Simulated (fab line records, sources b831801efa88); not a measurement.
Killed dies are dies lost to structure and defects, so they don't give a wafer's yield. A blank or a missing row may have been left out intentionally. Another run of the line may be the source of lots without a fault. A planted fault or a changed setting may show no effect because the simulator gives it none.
Matching of chambers ; flow gf180mcu ; cmp-01 running GF_V5_CMP_26: 4 sister chambers
The step polishes, stops on SiO2, t overpolish 15 s, target thk 0 nm. 14 wafers are shown with their chamber, then 6 later ones without.

== EACH WAFER AND ITS CHAMBER ==
wafer;chamber;motorCurrentA (A)
L164.3;2;9.6
L164.4;0;10.8
L164.6;1;13.5
L165.3;1;13.9
L165.4;0;10.8
L165.6;1;14.1
L166.2;1;13.8
L166.3;0;11.4
L166.6;3;12.7
L168.1;2;9.4
L168.2;0;10.7
L168.5;2;9.2
L170.3;0;11.0
L170.4;1;13.9

SIGNATURES (means of the wafers above)
reading;chamber 0;chamber 1;chamber 2;chamber 3;scatter within a chamber
motorCurrentA;10.940;13.840;9.400;12.700;0.242
Rule: for each reading, subtract the chamber's mean from the wafer's reading, divide by that reading's scatter and square the result; add these up over the readings and take the root, which gives the wafer's distance from the chamber. If the next closest chamber is less than 2 further off than the closest, the wafer can't be placed; otherwise it belongs to the closest. How the scatter is found: for the shown wafers, subtract from each reading the mean of its chamber, square and add these, divide the total by (wafers less chambers), then take the root.

== WAFERS WHOSE CHAMBER IS MISSING ==
wafer;motorCurrentA (A)
L170.5;12.6
L175.2;13.4
L175.5;9.7
L186.1;11.7
L186.4;12.5
L186.6;12.9

== CHAMBER TAKEN BY EACH ==
wafer;from the rows above;in truth
L170.5;3;3
L175.2;can't be placed: 1 or 3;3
L175.5;2;2
L186.1;can't be placed: 0 or 3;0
L186.4;3;3
L186.6;3;3
Correctly placed: 4 of 6. Unplaceable from these rows: 2, with the true chamber sitting among the candidates in 2. Wrongly placed: 0.
